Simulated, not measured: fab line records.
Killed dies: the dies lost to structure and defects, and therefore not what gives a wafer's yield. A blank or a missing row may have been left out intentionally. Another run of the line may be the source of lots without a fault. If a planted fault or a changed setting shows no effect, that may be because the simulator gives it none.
fab line records + flow sky130
[record]
- lots = 14
- wafers = 42
- last_day = 50
route steps=708 shown CONTACT@430 PAD_OPEN@708
lots with no fault: from the same line, run without faults
start_h: the number of hours between the record's first day and the start of the first shown wafer of the lot + wait_h: time in hours since the lot's previous step + " as in the row above + L1.1+2: several wafers, shown together as one row + - no value present, or no start provided + * or withheld: withheld + < > ~ a bound
route shown NAME@n: a module of which the file shows steps, and the number in the route of the first + usual: average and standard deviation across the fault-free wafers + same: alike in all rows + chamber/n: place in a boat + sites: per-site readings + _std_site: how widely they spread, as a standard deviation + _edge_site: the outer-site mean with the inner-site mean subtracted + radius_mm: for every site, how far away it sits from the centre of the wafer + mask NAME#n: copy n + behind: the tool/chamber that last shaped the wafer + hold: reason for holding the lot/hours on hold/outcome of the hold + device: transistor that didn't switch, given as n, p or np + end of line: at the end of the route, the tests of the same wafers + a step with no rows: only its recipe + killed: count of dies lost to structure and defects at first sort (not the wafer's yield) + map: shows each die of a wafer: x if killed, . if not, _ if none is there
set.NAME: the run value of the setting; set.NAME@STEP: its run value at that earlier step + model.NAME: the simulator's own value behind a step, which no gauge read
the route's steps for a sample of lots (tables are steps, rows are wafers)
services: the hour from which a tool's chamber was out of use, counted from the record's first day as start_h (under 0 if before that day), plus the number of hours and why
[[steps]]
[step SKY_CONTACT_CVD_24]
[recipe]
- material = W
- target_thk_nm = 340
- time_s = 102.12
- temp_c = 400
- pressure_torr = 40
[usual]
- chamber_pressure_Torr = 40.02/0.092
- heater_power_w = 849/82
| lot.wafer | tool     | chamber | start_h | wait_h | chamber_pressure_Torr | heater_power_w |
|-----------|----------|---------|---------|--------|-----------------------|----------------|
| L649.3    | cvd_w-01 | 0       | 727.39  | 0.1    | 40.03                 | 837            |
| L649.4    | "        | 1       | "       | "      | 40.05                 | 925            |
| L649.5    | "        | 1       | "       | "      | 39.95                 | 943            |
| L651.1    | cvd_w-02 | 0       | 749.52  | 0.0    | 39.99                 | 701            |
| L651.4    | "        | 1       | "       | "      | 40.06                 | 856            |
| L651.5    | "        | 1       | "       | "      | 40.03                 | 905            |
| L653.3    | cvd_w-02 | 1       | 770.16  | 0.1    | 39.91                 | 876            |
| L653.4    | "        | 1       | "       | "      | 39.99                 | 854            |
| L653.6    | "        | 1       | "       | "      | 39.91                 | 879            |
| L654.2    | cvd_w-02 | 1       | 778.41  | 0.0    | 39.77                 | 898            |
| L654.3    | "        | 1       | "       | "      | 39.90                 | 887            |
| L654.4    | "        | 0       | "       | "      | 40.05                 | 723            |
| L655.2    | cvd_w-02 | 1       | 790.41  | 0.0    | 39.87                 | 891            |
| L655.4    | "        | 1       | "       | "      | 39.78                 | 876            |
| L655.6    | "        | 1       | "       | "      | 40.06                 | 854            |
| L656.3    | cvd_w-01 | 1       | 797.74  | 0.1    | 39.90                 | 951            |
| L656.4    | "        | 0       | "       | "      | 39.95                 | 836            |
| L656.5    | "        | 1       | "       | "      | 39.87                 | 949            |
| L658.1    | cvd_w-02 | 0       | 808.43  | 0.0    | 39.99                 | 701            |
| L658.3    | "        | 1       | "       | "      | 39.95                 | 883            |
| L658.5    | "        | 1       | "       | "      | 40.03                 | 862            |
| L660.2    | cvd_w-01 | 1       | 822.71  | 0.0    | 40.01                 | 949            |
| L660.3    | "        | 1       | "       | "      | 40.11                 | 958            |
| L660.6    | "        | 0       | "       | "      | 39.97                 | 832            |
| L663.2    | cvd_w-02 | 1       | 850.07  | 0.0    | 39.91                 | 879            |
| L663.4    | "        | 1       | "       | "      | 39.99                 | 887            |
| L663.6    | "        | 1       | "       | "      | 39.97                 | 878            |
| L664.2    | cvd_w-01 | 0       | 851.71  | 0.0    | 40.15                 | 847            |
| L664.4    | "        | 1       | "       | "      | 40.02                 | 971            |
| L664.5    | "        | 1       | "       | "      | 39.98                 | 949            |
| L666.1    | cvd_w-01 | 1       | 872.37  | 0.0    | 39.91                 | 934            |
| L666.3    | "        | 1       | "       | "      | 39.91                 | 947            |
| L666.4    | "        | 0       | "       | "      | 39.87                 | 837            |
| L668.1    | cvd_w-02 | 0       | 882.95  | 0.0    | 38.76                 | 706            |
| L668.4    | "        | 0       | "       | "      | 38.92                 | 731            |
| L668.5    | "        | 1       | "       | "      | 39.02                 | 863            |
| L669.1    | cvd_w-01 | 1       | 892.60  | 0.0    | 40.10                 | 934            |
| L669.2    | "        | 0       | "       | "      | 39.93                 | 815            |
| L669.3    | "        | 1       | "       | "      | 40.13                 | 935            |
| L670.4    | cvd_w-02 | 1       | 900.95  | 0.1    | 38.90                 | 867            |
| L670.5    | "        | 1       | "       | "      | 38.77                 | 887            |
| L670.6    | "        | 0       | "       | "      | 38.84                 | 713            |
[step SKY_PAD_OPEN_PROBE_99]
[usual]
- killed_at_M0_to_M3 = 43/6.7
- killed_at_M4_up = 3.2/1.8
- killed_at_contacts = 24/4.8
- killed_at_front_end = 16/4.2
- killed_at_other = 0.3/0.56
- killed_dies = 86/8.5
- killed_on_rim = 17/3.9
- killed_open = 47/6.7
- killed_short = 39/6
[same]
- gross_dies = 492
- killed_at_back_side = 0
| lot.wafer | tool      | chamber | start_h | wait_h | killed_at_M0_to_M3 | killed_at_M4_up | killed_at_contacts | killed_at_front_end | killed_at_other | killed_dies | killed_on_rim | killed_open | killed_short |
|-----------|-----------|---------|---------|--------|--------------------|-----------------|--------------------|---------------------|-----------------|-------------|---------------|-------------|--------------|
| L649.3    | prober-01 | -       | 1065.82 | 0.2    | 39                 | 7               | 32                 | 13                  | 0               | 91          | 20            | 48          | 43           |
| L649.4    | prober-01 | -       | 1065.87 | 0.2    | 45                 | 3               | 18                 | 22                  | 0               | 88          | 16            | 51          | 37           |
| L649.5    | prober-01 | -       | 1065.92 | 0.2    | 33                 | 2               | 32                 | 10                  | 0               | 77          | 15            | 39          | 36           |
| L651.1    | prober-01 | -       | 1084.06 | 0.1    | 37                 | 4               | 24                 | 22                  | 0               | 87          | 12            | 51          | 34           |
| L651.4    | prober-01 | -       | 1084.21 | 0.2    | 53                 | 6               | 18                 | 18                  | 0               | 95          | 21            | 49          | 44           |
| L651.5    | prober-01 | -       | 1084.26 | 0.2    | 44                 | 3               | 29                 | 16                  | 1               | 93          | 24            | 51          | 40           |
| L653.3    | prober-01 | -       | 1099.54 | 0.2    | 43                 | 2               | 14                 | 19                  | 1               | 79          | 16            | 41          | 38           |
| L653.4    | prober-01 | -       | 1099.59 | 0.2    | 43                 | 2               | 24                 | 16                  | 0               | 85          | 19            | 50          | 35           |
| L653.6    | prober-01 | -       | 1099.69 | 0.2    | 50                 | 4               | 16                 | 18                  | 1               | 89          | 14            | 46          | 43           |
| L654.2    | prober-02 | -       | 1106.62 | 0.1    | 39                 | 1               | 23                 | 14                  | 0               | 77          | 14            | 41          | 36           |
| L654.3    | prober-02 | -       | 1106.67 | 0.2    | 41                 | 4               | 25                 | 15                  | 0               | 85          | 21            | 47          | 37           |
| L654.4    | prober-02 | -       | 1106.72 | 0.2    | 43                 | 3               | 28                 | 17                  | 0               | 91          | 18            | 44          | 46           |
| L655.2    | prober-01 | -       | 1115.58 | 0.1    | 52                 | 3               | 23                 | 16                  | 2               | 96          | 18            | 49          | 46           |
| L655.4    | prober-01 | -       | 1115.68 | 0.2    | 46                 | 2               | 25                 | 15                  | 1               | 89          | 15            | 44          | 44           |
| L655.6    | prober-01 | -       | 1115.78 | 0.2    | 55                 | 6               | 18                 | 13                  | 0               | 92          | 15            | 41          | 51           |
| L656.3    | prober-02 | -       | 1121.00 | 0.2    | 49                 | 3               | 16                 | 20                  | 0               | 88          | 17            | 55          | 33           |
| L656.4    | prober-02 | -       | 1121.05 | 0.2    | 38                 | 1               | 20                 | 17                  | 0               | 76          | 14            | 40          | 36           |
| L656.5    | prober-02 | -       | 1121.10 | 0.2    | 36                 | 1               | 21                 | 11                  | 0               | 69          | 15            | 33          | 36           |
| L658.1    | prober-02 | -       | 1127.80 | 0.1    | 63                 | 6               | 25                 | 9                   | 0               | 103         | 23            | 62          | 39           |
| L658.3    | prober-02 | -       | 1127.90 | 0.2    | 44                 | 5               | 15                 | 15                  | 0               | 79          | 16            | 45          | 32           |
| L658.5    | prober-02 | -       | 1128.00 | 0.2    | 53                 | 2               | 35                 | 5                   | 0               | 95          | 19            | 51          | 44           |
| L660.2    | prober-02 | -       | 1138.50 | 0.1    | 45                 | 6               | 24                 | 11                  | 1               | 87          | 13            | 49          | 37           |
| L660.3    | prober-02 | -       | 1138.55 | 0.2    | 40                 | 3               | 28                 | 15                  | 1               | 87          | 16            | 48          | 39           |
| L660.6    | prober-02 | -       | 1138.70 | 0.2    | 49                 | 3               | 24                 | 17                  | 0               | 93          | 18            | 41          | 52           |
| L663.2    | prober-01 | -       | 1159.11 | 0.1    | 49                 | 3               | 13                 | 16                  | 1               | 82          | 14            | 42          | 40           |
| L663.4    | prober-01 | -       | 1159.21 | 0.2    | 37                 | 5               | 21                 | 16                  | 1               | 80          | 14            | 32          | 48           |
| L663.6    | prober-01 | -       | 1159.31 | 0.2    | 31                 | 4               | 19                 | 19                  | 1               | 74          | 13            | 37          | 36           |
| L664.2    | prober-02 | -       | 1160.56 | 0.1    | 52                 | 2               | 19                 | 10                  | 0               | 83          | 28            | 46          | 37           |
| L664.4    | prober-02 | -       | 1160.66 | 0.2    | 45                 | 1               | 26                 | 13                  | 0               | 85          | 14            | 42          | 43           |
| L664.5    | prober-02 | -       | 1160.71 | 0.2    | 45                 | 6               | 28                 | 14                  | 0               | 93          | 21            | 52          | 41           |
| L666.1    | prober-02 | -       | 1172.82 | 0.1    | 36                 | 6               | 22                 | 17                  | 2               | 83          | 11            | 44          | 39           |
| L666.3    | prober-02 | -       | 1172.92 | 0.2    | 32                 | 1               | 24                 | 20                  | 0               | 77          | 16            | 39          | 37           |
| L666.4    | prober-02 | -       | 1172.97 | 0.2    | 31                 | 2               | 28                 | 15                  | 1               | 77          | 13            | 42          | 35           |
| L668.1    | prober-02 | -       | 1178.76 | 0.1    | 45                 | 6               | 28                 | 15                  | 0               | 94          | 25            | 53          | 41           |
| L668.4    | prober-02 | -       | 1178.91 | 0.2    | 47                 | 2               | 30                 | 23                  | 0               | 102         | 21            | 50          | 52           |
| L668.5    | prober-02 | -       | 1178.96 | 0.2    | 46                 | 1               | 26                 | 24                  | 0               | 97          | 20            | 45          | 52           |
| L669.1    | prober-01 | -       | 1190.91 | 0.1    | 38                 | 3               | 27                 | 18                  | 0               | 86          | 16            | 44          | 41           |
| L669.2    | prober-01 | -       | 1190.96 | 0.1    | 44                 | 3               | 24                 | 19                  | 1               | 91          | 20            | 46          | 44           |
| L669.3    | prober-01 | -       | 1191.01 | 0.2    | 44                 | 3               | 13                 | 18                  | 0               | 78          | 19            | 42          | 34           |
| L670.4    | prober-02 | -       | 1193.07 | 0.2    | 42                 | 4               | 14                 | 18                  | 1               | 79          | 11            | 43          | 36           |
| L670.5    | prober-02 | -       | 1193.12 | 0.2    | 46                 | 6               | 29                 | 10                  | 0               | 91          | 17            | 59          | 32           |
| L670.6    | prober-02 | -       | 1193.17 | 0.2    | 47                 | 1               | 20                 | 12                  | 0               | 80          | 19            | 37          | 43           |
// killed by level:class
L649.3 VIA1:geometric_particle:open=12 CONTACT:geometric_particle:open=10 CONTACT:geometric_particle:short=7 VIA3:geometric_particle:open=7 FIELD_ISO:geometric_particle:short=6 LI_CONTACT:geometric_particle:short=6 LI_CONTACT:geometric_particle:open=6 METAL2:geometric_particle:short=4
L649.4 CONTACT:geometric_particle:open=9 VIA3:geometric_particle:open=9 VIA2:geometric_particle:open=9 VIA1:geometric_particle:open=8 FIELD_ISO:geometric_particle:short=5 SPACER:geometric_particle:short=4 LI_CONTACT:geometric_particle:open=4 VIA1:geometric_particle:short=4
L649.5 LI_CONTACT:geometric_particle:open=13 CONTACT:geometric_particle:open=7 LOCAL_INTERCONNECT:geometric_particle:short=7 VIA3:geometric_particle:open=6 VIA3:geometric_particle:short=6 METAL1:geometric_particle:short=5 VIA1:geometric_particle:open=5 CONTACT:geometric_particle:short=4
L651.1 CONTACT:geometric_particle:open=9 VIA1:geometric_particle:open=8 VIA2:geometric_particle:open=8 FIELD_ISO:geometric_particle:open=6 FIELD_ISO:geometric_particle:short=6 LI_CONTACT:geometric_particle:open=5 CONTACT:geometric_particle:short=5 METAL2:geometric_particle:short=5
L651.4 VIA2:geometric_particle:open=11 POLY_GATE:geometric_particle:open=8 VIA1:geometric_particle:open=8 CONTACT:geometric_particle:open=7 METAL3:geometric_particle:short=6 POLY_GATE:geometric_particle:short=5 CONTACT:geometric_particle:short=5 METAL1:geometric_particle:short=5
L651.5 VIA1:geometric_particle:open=14 CONTACT:geometric_particle:open=10 METAL2:geometric_particle:short=8 LI_CONTACT:geometric_particle:open=7 CONTACT:geometric_particle:short=7 POLY_GATE:geometric_particle:open=6 VIA2:geometric_particle:open=6 VIA3:geometric_particle:open=6
L653.3 VIA1:geometric_particle:open=12 FIELD_ISO:geometric_particle:short=6 VIA1:geometric_particle:short=6 FIELD_ISO:geometric_particle:open=5 CONTACT:geometric_particle:open=5 METAL3:geometric_particle:short=5 VIA3:geometric_particle:short=4 VIA2:geometric_particle:open=4
L653.4 LI_CONTACT:geometric_particle:open=12 VIA1:geometric_particle:open=10 CONTACT:geometric_particle:open=9 METAL2:geometric_particle:short=5 METAL1:geometric_particle:short=5 VIA3:geometric_particle:open=5 VIA1:geometric_particle:short=5 FIELD_ISO:geometric_particle:short=4
L653.6 VIA1:geometric_particle:open=13 METAL1:geometric_particle:short=9 FIELD_ISO:geometric_particle:short=7 CONTACT:geometric_particle:open=6 METAL2:geometric_particle:short=6 VIA2:geometric_particle:open=6 METAL2:geometric_particle:open=4 LI_CONTACT:geometric_particle:open=3
L654.2 VIA1:geometric_particle:open=10 CONTACT:geometric_particle:open=9 LI_CONTACT:geometric_particle:open=8 VIA1:geometric_particle:short=7 POLY_GATE:geometric_particle:open=5 METAL1:geometric_particle:short=5 VIA2:geometric_particle:short=5 POLY_GATE:geometric_particle:short=4
L654.3 LI_CONTACT:geometric_particle:open=7 CONTACT:geometric_particle:open=7 VIA3:geometric_particle:open=7 FIELD_ISO:geometric_particle:open=6 VIA1:geometric_particle:open=5 VIA2:geometric_particle:open=5 LI_CONTACT:geometric_particle:short=4 CONTACT:geometric_particle:short=4
L654.4 CONTACT:geometric_particle:open=12 VIA1:geometric_particle:open=8 CONTACT:geometric_particle:short=8 METAL2:geometric_particle:short=8 POLY_GATE:geometric_particle:short=7 VIA2:geometric_particle:open=5 VIA3:geometric_particle:open=5 POLY_GATE:geometric_particle:open=4
L655.2 VIA1:geometric_particle:open=15 METAL2:geometric_particle:short=6 LOCAL_INTERCONNECT:geometric_particle:short=6 VIA1:geometric_particle:short=6 POLY_GATE:geometric_particle:open=5 METAL1:geometric_particle:short=5 CONTACT:geometric_particle:open=5 VIA2:geometric_particle:open=5
L655.4 VIA3:geometric_particle:open=11 CONTACT:geometric_particle:open=8 LI_CONTACT:geometric_particle:open=6 METAL2:geometric_particle:short=6 LOCAL_INTERCONNECT:geometric_particle:short=5 VIA1:geometric_particle:open=5 POLY_GATE:geometric_particle:open=4 POLY_GATE:geometric_particle:short=4
L655.6 VIA1:geometric_particle:open=13 METAL1:geometric_particle:short=9 METAL2:geometric_particle:short=8 VIA3:geometric_particle:open=7 METAL4:geometric_particle:short=5 LOCAL_INTERCONNECT:geometric_particle:short=5 CONTACT:geometric_particle:open=5 VIA2:geometric_particle:open=5
L656.3 VIA1:geometric_particle:open=12 VIA3:geometric_particle:open=10 LI_CONTACT:geometric_particle:open=7 VIA3:geometric_particle:short=7 CONTACT:geometric_particle:open=6 POLY_GATE:geometric_particle:open=5 VIA1:geometric_particle:short=5 FIELD_ISO:geometric_particle:short=4
L656.4 VIA1:geometric_particle:open=9 METAL2:geometric_particle:short=9 POLY_GATE:geometric_particle:open=7 CONTACT:geometric_particle:open=6 FIELD_ISO:geometric_particle:short=5 VIA2:geometric_particle:open=5 LI_CONTACT:geometric_particle:open=5 CONTACT:geometric_particle:short=5
L656.5 VIA1:geometric_particle:short=10 VIA1:geometric_particle:open=7 LI_CONTACT:geometric_particle:open=6 CONTACT:geometric_particle:open=6 FIELD_ISO:geometric_particle:short=5 LOCAL_INTERCONNECT:geometric_particle:short=5 VIA2:geometric_particle:open=5 METAL2:geometric_particle:short=4
L658.1 VIA3:geometric_particle:open=17 CONTACT:geometric_particle:open=11 VIA1:geometric_particle:open=9 LI_CONTACT:geometric_particle:open=8 VIA2:geometric_particle:short=7 VIA3:geometric_particle:short=6 VIA2:geometric_particle:open=6 VIA1:geometric_particle:short=5
L658.3 VIA2:geometric_particle:open=8 VIA1:geometric_particle:open=8 LI_CONTACT:geometric_particle:open=6 FIELD_ISO:geometric_particle:open=5 METAL3:geometric_particle:short=5 CONTACT:geometric_particle:open=5 VIA3:geometric_particle:open=4 METAL1:geometric_particle:short=4
L658.5 CONTACT:geometric_particle:open=14 VIA1:geometric_particle:open=13 LI_CONTACT:geometric_particle:open=9 METAL2:geometric_particle:short=8 CONTACT:geometric_particle:short=7 VIA1:geometric_particle:short=6 VIA3:geometric_particle:open=5 VIA2:geometric_particle:short=5
L660.2 VIA1:geometric_particle:open=12 CONTACT:geometric_particle:open=11 VIA2:geometric_particle:open=7 LI_CONTACT:geometric_particle:open=5 LI_CONTACT:geometric_particle:short=5 METAL1:geometric_particle:short=5 VIA3:geometric_particle:open=5 POLY_GATE:geometric_particle:open=4
L660.3 LI_CONTACT:geometric_particle:open=10 CONTACT:geometric_particle:short=8 VIA2:geometric_particle:short=6 VIA2:geometric_particle:open=6 VIA3:geometric_particle:open=6 METAL1:geometric_particle:short=5 CONTACT:geometric_particle:open=5 FIELD_ISO:geometric_particle:open=4
L660.6 VIA1:geometric_particle:open=9 VIA3:geometric_particle:open=8 VIA1:geometric_particle:short=6 LOCAL_INTERCONNECT:geometric_particle:short=6 METAL1:geometric_particle:short=6 CONTACT:geometric_particle:short=5 VIA2:geometric_particle:short=5 POLY_GATE:geometric_particle:open=4
L663.2 VIA1:geometric_particle:open=14 POLY_GATE:geometric_particle:short=6 VIA2:geometric_particle:open=6 METAL2:geometric_particle:short=6 VIA3:geometric_particle:short=6 FIELD_ISO:geometric_particle:open=4 CONTACT:geometric_particle:open=4 METAL1:geometric_particle:short=4
L663.4 METAL2:geometric_particle:short=8 LOCAL_INTERCONNECT:geometric_particle:short=6 FIELD_ISO:geometric_particle:short=5 LI_CONTACT:geometric_particle:short=5 VIA2:geometric_particle:open=5 CONTACT:geometric_particle:open=5 METAL1:geometric_particle:short=4 VIA1:geometric_particle:open=4
L663.6 CONTACT:geometric_particle:open=8 METAL1:geometric_particle:short=8 POLY_GATE:geometric_particle:open=6 VIA1:geometric_particle:open=6 METAL2:geometric_particle:short=5 LI_CONTACT:geometric_particle:short=4 VIA2:geometric_particle:open=4 POLY_GATE:geometric_particle:short=3
L664.2 VIA1:geometric_particle:open=14 VIA2:geometric_particle:open=7 METAL3:geometric_particle:short=7 LI_CONTACT:geometric_particle:open=6 VIA3:geometric_particle:open=6 METAL2:geometric_particle:short=5 FIELD_ISO:geometric_particle:open=4 CONTACT:geometric_particle:open=4
L664.4 LI_CONTACT:geometric_particle:open=9 CONTACT:geometric_particle:open=7 METAL1:geometric_particle:short=7 POLY_GATE:geometric_particle:open=6 LOCAL_INTERCONNECT:geometric_particle:short=6 VIA1:geometric_particle:short=6 VIA3:geometric_particle:open=5 METAL2:geometric_particle:short=5
L664.5 METAL2:geometric_particle:short=14 LI_CONTACT:geometric_particle:open=11 CONTACT:geometric_particle:open=9 VIA1:geometric_particle:open=8 FIELD_ISO:geometric_particle:short=6 VIA2:geometric_particle:open=6 VIA3:geometric_particle:open=6 VIA1:geometric_particle:short=5
L666.1 CONTACT:geometric_particle:open=8 LI_CONTACT:geometric_particle:open=7 VIA1:geometric_particle:open=7 METAL2:geometric_particle:short=7 VIA3:geometric_particle:open=6 POLY_GATE:geometric_particle:open=5 CONTACT:geometric_particle:short=4 METAL1:geometric_particle:short=4
L666.3 VIA1:geometric_particle:open=10 LI_CONTACT:geometric_particle:open=8 FIELD_ISO:geometric_particle:short=6 CONTACT:geometric_particle:open=6 CONTACT:geometric_particle:short=5 VIA3:geometric_particle:short=5 FIELD_ISO:geometric_particle:open=4 METAL1:geometric_particle:short=4
L666.4 CONTACT:geometric_particle:open=11 LI_CONTACT:geometric_particle:open=8 VIA3:geometric_particle:open=6 FIELD_ISO:geometric_particle:short=5 VIA2:geometric_particle:open=5 FIELD_ISO:geometric_particle:open=4 VIA3:geometric_particle:short=4 VIA1:geometric_particle:open=4
L668.1 VIA1:geometric_particle:open=12 CONTACT:geometric_particle:open=11 VIA3:geometric_particle:open=7 CONTACT:geometric_particle:short=6 METAL1:geometric_particle:short=6 LI_CONTACT:geometric_particle:open=5 VIA2:geometric_particle:open=5 FIELD_ISO:geometric_particle:short=4
L668.4 FIELD_ISO:geometric_particle:open=9 LI_CONTACT:geometric_particle:open=9 CONTACT:geometric_particle:short=8 CONTACT:geometric_particle:open=8 VIA2:geometric_particle:short=8 METAL1:geometric_particle:short=7 VIA3:geometric_particle:open=6 POLY_GATE:geometric_particle:short=6
L668.5 VIA1:geometric_particle:open=10 CONTACT:geometric_particle:short=7 VIA2:geometric_particle:open=7 POLY_GATE:geometric_particle:short=7 METAL1:geometric_particle:short=7 FIELD_ISO:geometric_particle:open=6 CONTACT:geometric_particle:open=6 LI_CONTACT:geometric_particle:open=5
L669.1 VIA1:geometric_particle:open=12 LI_CONTACT:geometric_particle:open=7 CONTACT:geometric_particle:open=7 LI_CONTACT:geometric_particle:short=6 VIA3:geometric_particle:open=6 CONTACT:geometric_particle:short=5 VIA2:geometric_particle:short=5 FIELD_ISO:geometric_particle:open=4
L669.2 VIA1:geometric_particle:open=13 CONTACT:geometric_particle:open=10 POLY_GATE:geometric_particle:short=8 METAL1:geometric_particle:short=7 FIELD_ISO:geometric_particle:short=5 LI_CONTACT:geometric_particle:open=5 CONTACT:geometric_particle:short=4 VIA1:geometric_particle:short=4
L669.3 VIA1:geometric_particle:open=13 VIA3:geometric_particle:short=6 FIELD_ISO:geometric_particle:open=5 LI_CONTACT:geometric_particle:open=5 METAL3:geometric_particle:short=5 METAL1:geometric_particle:short=5 CONTACT:geometric_particle:open=4 POLY_GATE:geometric_particle:short=3
L670.4 VIA1:geometric_particle:open=9 VIA3:geometric_particle:open=9 VIA2:geometric_particle:open=7 FIELD_ISO:geometric_particle:open=6 LI_CONTACT:geometric_particle:open=6 FIELD_ISO:geometric_particle:short=5 METAL1:geometric_particle:short=4 VIA1:geometric_particle:short=4
L670.5 VIA1:geometric_particle:open=18 LI_CONTACT:geometric_particle:open=13 CONTACT:geometric_particle:open=9 VIA3:geometric_particle:open=6 METAL4:geometric_particle:short=6 METAL2:geometric_particle:short=6 VIA1:geometric_particle:short=5 VIA2:geometric_particle:open=5
L670.6 VIA1:geometric_particle:open=9 LI_CONTACT:geometric_particle:open=7 VIA1:geometric_particle:short=7 VIA2:geometric_particle:open=7 LI_CONTACT:geometric_particle:short=6 METAL1:geometric_particle:short=6 VIA3:geometric_particle:open=6 POLY_GATE:geometric_particle:short=5
[[services]]
| tool     | chamber | start_h | hours | kind   |
|----------|---------|---------|-------|--------|
| cvd_w-01 | 1       | 707.62  | 4.8   | repair |
| cvd_w-02 | 0       | 757.11  | 15.6  | repair |
| cvd_w-02 | 1       | 760.14  | 1.4   | repair |
[[key]]
[first_sign]
- step = SKY_CONTACT_CVD_24
- reading = chamber_pressure_Torr
- direction = down
- sigmas = 12
- usual = 40.02
- struck = 38.87
effect none on later readings
met_at SKY_CONTACT_CVD_24
struck_lots L668,L670
tester_left_out L668,L670
onset_between 850.07 882.95
[fault]
- kind = process_parameter_drift
- tool = cvd_w-02
- chamber = -
- onset_h = 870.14
- steps = SKY_CONTACT_CVD_24
- channel = pressure_torr
- offset = -1.2027
- shape = step
- end_h = 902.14
- acts_in = these_recipes_only
- stated = 40
// tester_left_out: of these lots the tester's yield and bins aren't shown, on N5 and GAA mostly nor the transistor test; their killed dies are dies lost to structure and defects alone, not to doping, threshold or leakage, so they don't give the yield
